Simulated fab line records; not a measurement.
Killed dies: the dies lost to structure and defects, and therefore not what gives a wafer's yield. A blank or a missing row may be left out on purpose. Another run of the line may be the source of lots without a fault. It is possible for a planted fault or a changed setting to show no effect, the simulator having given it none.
A lot that was struck, set against a sound lot :: flow gf180mcu :: 23 steps out of a route of 602
Sound: wafers L123.1, L123.3, L123.4. Wafers struck: L127.2, L127.3, L127.4. The cause is named last.
Per side, at each step with rows, come the tool, then ch with its chambers, and then its first start. Under that, the readings that differ: sound wafers :: struck wafers :: difference of the means :: sigmas: that difference in standard deviations of wafers without a fault.
alike: words and numbers the same on both sides, and readings whose means are apart by under 2 such deviations; not compared: readings that were withheld, readings missing a value for some wafer, numbers with overlapping values and no deviation given by the record, and bounds like >300 which may hide the same value.
Wherever a step has rows on one side only, a row that says differs or no value, or a row with sigmas, the two part there. When numbers do not overlap yet have no deviation, they are printed without sigmas and do not part them. A reading missing from all wafers of one side parts the sides only when that side holds two or more wafers.

first, 2 steps without rows for these wafers: GF_HV_LDD_PEB_29; GF_HV_LDD_DEVELOP_30 (develop time 60 s).
GF_HV_LDD_CD_MEAS_31 targets a cd of 400 nm.
  struck on cd-sem-02, day 14 05:47; sound on cd-sem-01, day 12 22:22
  alike: cd-nm
GF_HV_LDD_OVL_MEAS_32:
  struck on overlay-01, day 14 05:54; sound on overlay-01, day 12 22:29
reading: HV_LDD_02_OVL (nm)
sound: -2.3 -3.7 -1.2
struck: 1.4 1.6 0.6
difference: +3.6
sigmas: +3
then, 4 steps without rows for these wafers: GF_HV_LDD_IMPLANT_33; GF_HV_LDD_IMPLANT_34; GF_HV_LDD_IMPLANT_35; GF_HV_LDD_IMPLANT_36.
GF_HV_LDD_STRIP_37: strips in O2/N2.
  sound on plasma-asher-03 ch 0,1, day 12 23:08; struck on plasma-asher-03 ch 0,1, day 14 06:32
  alike: drypump-motor-current-A, heater-power-w, oes-product-au, strip-time-to-endpoint-s
  not compared: rf-hours-counter-h
GF_HV_LDD_TW_MEAS_38:
  struck on film-metro-03, day 14 06:38; sound on film-metro-02, day 12 23:14
reading: HV_LDD_3_TW
sound: 1413 1408 1402
struck: 1444 1441 1440
difference: +34
sigmas: +2
then, 2 steps without rows for these wafers: GF_HV_LDD_DEHYDRATE_39 (time 60 s); GF_HV_LDD_HMDS_40 (prime time 60 s).
GF_HV_LDD_COAT_41: resist thk 1000 nm.
  sound on litho-track-02 ch 0, day 13 09:19; struck on litho-track-04 ch 0, day 14 17:29
reading: model.NOVOLAK_of_HV_LDD_COAT_41.thk-nm (nm)
sound: 1003 1002 1003
struck: 226.8 227 227
difference: -775.7
sigmas: 
then, 3 steps without rows for these wafers: GF_HV_LDD_SOFTBAKE_42 (time 60 s); GF_HV_LDD_EXPOSE_43 (exposes mask Pplus HV AREA, target cd 400 nm); GF_HV_LDD_PEB_44.
GF_HV_LDD_DEVELOP_45: develop time 60 s.
  sound on litho-track-02 ch 0, day 13 20:01; struck on litho-track-02 ch 0, day 15 03:50
reading: model.NOVOLAK_of_HV_LDD_COAT_41.thk-nm (nm)
sound: 1002 1002 1003
struck: 226.3 226.6 226.6
difference: -775.8
sigmas: 
GF_HV_LDD_CD_MEAS_46 targets a cd of 400 nm.
  struck on cd-sem-01, day 15 03:59; sound on cd-sem-02, day 13 20:10
reading: cd-nm (nm)
sound: 402.0 399.4 398.3
struck: 542.4 540.5 539.6
difference: +140.9
sigmas: +59
GF_HV_LDD_OVL_MEAS_47:
  struck on overlay-02, day 15 04:06; sound on overlay-02, day 13 20:17
  alike: HV_LDD_03_OVL
after that, 1 step had no rows for these wafers: GF_HV_LDD_IMPLANT_48.
GF_HV_LDD_STRIP_49: strips in O2/N2.
  sound on plasma-asher-04 ch 0,1, day 13 20:29; struck on plasma-asher-04 ch 0,1, day 15 04:17
reading: oes-product-au (a.u.)
sound: 0.710 0.715 0.714
struck: 0.364 0.362 0.370
difference: -0.348
sigmas: -77

reading: strip-time-to-endpoint-s (s)
sound: 12.64 12.65 12.66
struck: 3.17 3.18 3.17
difference: -9.48
sigmas: -99 or more
  alike: drypump-motor-current-A, heater-power-w
  not compared: rf-hours-counter-h
GF_HV_LDD_TW_MEAS_50:
  struck on film-metro-04, day 15 04:23; sound on film-metro-04, day 13 20:35
  alike: HV_LDD_4_TW
GF_PASSIVATION_PROBE_99:
  the record holds rows for the sound wafers here (prober-01, day 31 04:49) but none for the struck ones

== WHERE THEY PART ==
Last at GF_PASSIVATION_PROBE_99 as far as this record goes, first at GF_HV_LDD_OVL_MEAS_32.

WHY: what the simulator had put in
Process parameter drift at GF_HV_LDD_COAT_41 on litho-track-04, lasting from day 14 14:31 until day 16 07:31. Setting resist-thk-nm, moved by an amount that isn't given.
